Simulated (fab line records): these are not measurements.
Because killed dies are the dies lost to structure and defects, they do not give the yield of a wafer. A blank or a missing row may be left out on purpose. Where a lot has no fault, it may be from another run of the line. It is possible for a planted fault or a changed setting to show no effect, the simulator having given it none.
The tool behind it: which one?    flow gf180mcu    15 lots with 45 wafers sampled at 5 steps, on a route of 602 steps

== WHAT THE GAUGES SHOWED, per wafer ==
GF_DNWELL_TW_MEAS_09.
lot   measured     on            DNWELL_TW
L993  day 2 21:43  filmMetro-02  1358 1348 1349
L995  day 3 07:58  filmMetro-03  1331 1333 1336
L996  day 3 12:19  filmMetro-03  1336 1340 1333
L998  day 3 20:46  filmMetro-03  1316 1320 1325
L100  day 4 07:07  filmMetro-04  1371 1366 1371
L102  day 4 17:22  filmMetro-03  1330 1327 1325
L105  day 5 09:59  filmMetro-03  1326 1325 1322
L106  day 5 16:07  filmMetro-03  1325 1321 1332
L107  day 5 21:55  filmMetro-03  1330 1319 1323
L108  day 6 02:14  filmMetro-04  1385 1381 1384
L110  day 6 13:22  filmMetro-04  1364 1370 1366
L111  day 6 17:43  filmMetro-03  1322 1323 1323
L113  day 7 05:17  filmMetro-04  1379 1381 1390
L114  day 7 08:44  filmMetro-03  1328 1322 1322
L116  day 7 22:07  filmMetro-03  1335 1339 1330

GF_HV_LDD_TW_MEAS_23.
lot   measured      on            HV_LDD_2_TW
L993  day 10 20:42  filmMetro-04  1070 1069 1071
L995  day 11 12:48  filmMetro-04  1075 1066 1067
L996  day 11 19:50  filmMetro-02  1047 1050 1047
L998  day 12 06:11  filmMetro-04  1069 1072 1067
L100  day 12 23:56  filmMetro-01  1054 1052 1056
L102  day 13 15:08  filmMetro-02  1293 1297 1299
L105  day 14 13:07  filmMetro-02  1301 1295 1301
L106  day 14 19:35  filmMetro-01  1070 1071 1063
L107  day 15 03:49  filmMetro-02  1303 1306 1311
L108  day 15 08:31  filmMetro-02  1049 1049 1054
L110  day 16 03:04  filmMetro-04  1072 1078 1075
L111  day 16 07:55  filmMetro-02  1045 1036 1047
L113  day 17 00:44  filmMetro-01  1067 1063 1063
L114  day 17 09:20  filmMetro-04  1075 1077 1071
L116  day 18 03:19  filmMetro-02  1042 1045 1039

GF_HV_LDD_OVL_MEAS_47.
lot   measured      on          HV_LDD_03_OVL (nm)
L993  day 12 12:04  overlay-02  2.9 2.0 2.9
L995  day 13 04:54  overlay-01  -1.4 -1.7 -0.2
L996  day 13 12:23  overlay-01  -2.9 -2.5 -0.5
L998  day 13 23:30  overlay-01  1.6 0.3 2.3
L100  day 14 18:26  overlay-01  0.6 0.9 0.4
L102  day 15 10:05  overlay-02  0.0 0.1 0.8
L105  day 16 08:56  overlay-01  1.5 -0.4 2.9
L106  day 16 15:44  overlay-01  0.2 -0.4 -0.5
L107  day 16 23:50  overlay-02  -0.8 2.2 0.7
L108  day 17 04:02  overlay-01  1.2 1.2 -1.1
L110  day 18 01:03  overlay-01  -0.5 -0.5 2.0
L111  day 18 05:41  overlay-02  0.9 2.4 2.2
L113  day 18 23:20  overlay-02  -2.4 -0.7 0.2
L114  day 19 09:47  overlay-01  -2.6 -1.3 -0.9
L116  day 20 04:41  overlay-01  0.1 0.7 0.1

== WHAT TOOL EACH LOT RAN ON (gives the tool, then ch and the chambers of the sampled wafers, and finally the start) ==
lot   GF_POLY_GATE_ETCH_13             GF_HV_LDD_IMPLANT_21
L993  rieSi-01 ch 0,1,3, day 9 07:41   implanter-02 ch 0, day 10 20:28
L995  rieSi-02 ch 0,2,3, day 9 20:43   implanter-02 ch 0, day 11 12:35
L996  rieSi-02 ch 0,1,3, day 10 00:46  implanter-04 ch 0, day 11 19:35
L998  rieSi-02 ch 0,2,3, day 10 12:44  implanter-02 ch 0, day 12 05:56
L100  rieSi-01 ch 0,1,2, day 11 07:05  implanter-04 ch 0, day 12 23:41
L102  rieSi-02 ch 0,2,3, day 11 21:08  implanter-04 ch 0, day 13 14:34
L105  rieSi-01 ch 1,2,3, day 12 16:46  implanter-03 ch 0, day 14 12:31
L106  rieSi-01 ch 0,1,2, day 12 23:29  implanter-03 ch 0, day 14 19:20
L107  rieSi-02 ch 0,1, day 13 06:28    implanter-03 ch 0, day 15 03:05
L108  rieSi-02 ch 0,1, day 13 12:50    implanter-02 ch 0, day 15 08:17
L110  rieSi-01 ch 1,2,3, day 14 06:30  implanter-02 ch 0, day 16 02:49
L111  rieSi-01 ch 0,1,2, day 14 09:39  implanter-03 ch 0, day 16 07:40
L113  rieSi-02 ch 2,3, day 15 02:20    implanter-02 ch 0, day 17 00:29
L114  rieSi-02 ch 2,3, day 15 07:49    implanter-02 ch 0, day 17 09:07
L116  rieSi-02 ch 1,2,3, day 16 03:43  implanter-04 ch 0, day 18 03:04
- GF_POLY_GATE_ETCH_13: etches poly-Si in HBr/Cl2, stops on SiO2, target depth 198.5 nm, time 69.6 s.
- GF_HV_LDD_IMPLANT_21

== WHAT THE TOOLS THEMSELVES READ (means of the sampled wafers that have a number; where no wafer has one, the mark that the record gives instead) ==
GF_POLY_GATE_ETCH_13.
lot   tool      drypumpMotorCurrentA (A)  heBacksideLeakSccm (sccm)  oesProductAu (a.u.)  rfFwdPowerW (W)  throttleValvePct (%)
L993  rieSi-01  5.6                       2.42                       0.985                395.8            33.694
L995  rieSi-02  5.7                       2.70                       0.982                396.4            33.686
L996  rieSi-02  5.7                       2.80                       0.989                397.6            33.682
L998  rieSi-02  5.7                       2.78                       0.988                397.5            33.674
L100  rieSi-01  6.0                       2.51                       0.981                396.9            33.687
L102  rieSi-02  5.7                       2.71                       0.990                397.7            33.688
L105  rieSi-01  5.4                       2.60                       0.993                395.3            33.677
L106  rieSi-01  6.0                       2.51                       0.983                396.3            33.680
L107  rieSi-02  5.3                       2.95                       0.990                398.8            33.687
L108  rieSi-02  5.3                       2.87                       0.994                396.1            33.677
L110  rieSi-01  5.5                       2.54                       0.979                397.2            33.687
L111  rieSi-01  6.0                       2.63                       0.988                396.6            33.680
L113  rieSi-02  6.1                       2.61                       0.991                398.1            33.694
L114  rieSi-02  5.9                       2.50                       0.987                397.2            33.676
L116  rieSi-02  5.9                       2.70                       0.987                396.0            33.687

== THE ANSWER, worked out from the rows above alone ==
Rule: what is usual is taken from the lots themselves. The widest of any qualifying gaps counts: lots, ordered by their means at a reading, are off when they make up no more than a third of the lots, leave a main group of 4 or more, and stand apart from it by 3 or more times the standard deviation of that group's means. The tables above print the reading to a certain number of digits; a main group whose means all agree to those digits is not used. A lot without any number at a reading at which 4 lots or more have one is off too. Any other lot the step has rows for is counted as sound. Order of review: gauges by route order, followed by the tools' own readings, for which a lot's mean as printed above is used. The first step at which some lot is off is used, and at that step the reading that is off furthest; a lot without a number counts as furthest.
Off: L102, L105, L107, seen at GF_HV_LDD_TW_MEAS_23 (HV_LDD_2_TW). Main group: mean 1061, sd 12.
A tool fits if, at a process step before that reading, it ran every lot that is off, and no sound lot after the first of them. The gauges at GF_HV_LDD_TW_MEAS_23 are tried like those tools. None of those tried fits.

== WHAT HAD BEEN PUT IN BY THE SIMULATOR ==
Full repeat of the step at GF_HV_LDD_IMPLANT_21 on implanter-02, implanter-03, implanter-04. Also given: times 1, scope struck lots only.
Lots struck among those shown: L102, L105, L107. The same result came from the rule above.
